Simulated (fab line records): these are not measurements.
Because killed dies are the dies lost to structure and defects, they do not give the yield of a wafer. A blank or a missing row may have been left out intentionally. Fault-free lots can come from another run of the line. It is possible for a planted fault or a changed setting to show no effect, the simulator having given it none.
Chamber matching -- flow sky130 -- SKY_CAP2M_CVD_00 on pecvd-03: 3 sister chambers
The step deposits SiO2, target thk 15.5 nm. 16 wafers are shown with their chamber, then 8 later ones without.

WAFERS, EACH WITH ITS CHAMBER
wafer,chamber,heater power w (W)
L075.2,2,693
L075.3,0,831
L075.4,0,806
L076.2,2,613
L076.4,1,767
L076.5,2,616
L079.2,0,793
L079.4,1,753
L079.5,2,717
L078.2,1,687
L078.3,0,798
L078.5,0,806
L087.1,0,885
L087.3,2,674
L087.6,2,689
L088.2,0,885

SIGNATURES (averages over the wafers above)
reading,chamber 0,chamber 1,chamber 2,scatter within a chamber
heater power w,829.14,735.67,667.00,41.6
Rule: a wafer lies at a distance from a chamber equal to the root of the sum of squares, over the readings, of (its reading less the chamber's mean, divided by the reading's scatter). If the next closest chamber is less than 2 further off than the closest, the wafer can't be placed; otherwise it belongs to the closest. The scatter: take each reading less its chamber's mean, square it, sum over the shown wafers, divide by the number of wafers less the number of chambers, and take the root.

WAFERS WITHOUT THEIR CHAMBER
wafer,heater power w (W)
L088.3,731
L088.4,886
L089.2,666
L089.5,661
L089.6,879
L093.1,855
L093.2,783
L093.6,783

THE CHAMBER EACH PASSED THROUGH
wafer,from the rows above,in truth
L088.3,can't be placed: 1 or 2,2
L088.4,0,0
L089.2,can't be placed: 2 or 1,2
L089.5,can't be placed: 2 or 1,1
L089.6,0,0
L093.1,0,0
L093.2,can't be placed: 0 or 1 or 2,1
L093.6,can't be placed: 0 or 1 or 2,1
Correctly placed: 3 of 8. These rows do not allow placing 5 (true chamber among the candidates in 5). Number placed wrongly: 0.
